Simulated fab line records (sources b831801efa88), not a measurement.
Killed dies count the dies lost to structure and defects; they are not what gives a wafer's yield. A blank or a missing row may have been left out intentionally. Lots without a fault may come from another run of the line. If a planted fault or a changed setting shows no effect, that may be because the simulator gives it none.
Which of the tools did it? / flow gf180mcu / 7 lots (20 wafers sampled), 1 step of a 602-step route

## WHAT THE GAUGES SHOWED, per wafer
GF_M2_OVL_MEAS_15.
lot=L271; measured=day 19 16:00; on=overlay-01; M2_OVL (nm)=-1 -2 0
lot=L273; measured=day 20 09:16; on=overlay-02; M2_OVL (nm)=-15 -10 -12
lot=L276; measured=day 21 15:03; on=overlay-01; M2_OVL (nm)=-2 -6 2
lot=L278; measured=day 22 04:26; on=overlay-01; M2_OVL (nm)=-2 7 6
lot=L280; measured=day 23 10:30; on=overlay-01; M2_OVL (nm)=-8 -5 -4
lot=L291; measured=day 26 16:44; on=overlay-02; M2_OVL (nm)=0 5
lot=L293; measured=day 27 10:50; on=overlay-02; M2_OVL (nm)=4 -1 2

## EACH LOT AND THE TOOL THAT RAN IT (in order: tool; ch and the chambers of the sampled wafers; start)
Before these readings, the record contains no process step.

## THE ANSWER, worked out from the rows above alone
Rule: what is usual is taken from the lots themselves. The widest of any qualifying gaps counts: lots, ordered by their means at a reading, are off when they make up no more than a third of the lots, leave a main group of 4 or more, and stand apart from it by 3 or more times the standard deviation of that group's means. A main group whose means are all the same, to the digits that the tables above print for the reading, isn't used. A lot without any number at a reading at which 4 lots or more have one is off too. The other lots that the step has rows for count as sound.
No lot is off on any of the readings shown, so nothing can be concluded from this.

## WHAT WAS PUT IN BY THE SIMULATOR
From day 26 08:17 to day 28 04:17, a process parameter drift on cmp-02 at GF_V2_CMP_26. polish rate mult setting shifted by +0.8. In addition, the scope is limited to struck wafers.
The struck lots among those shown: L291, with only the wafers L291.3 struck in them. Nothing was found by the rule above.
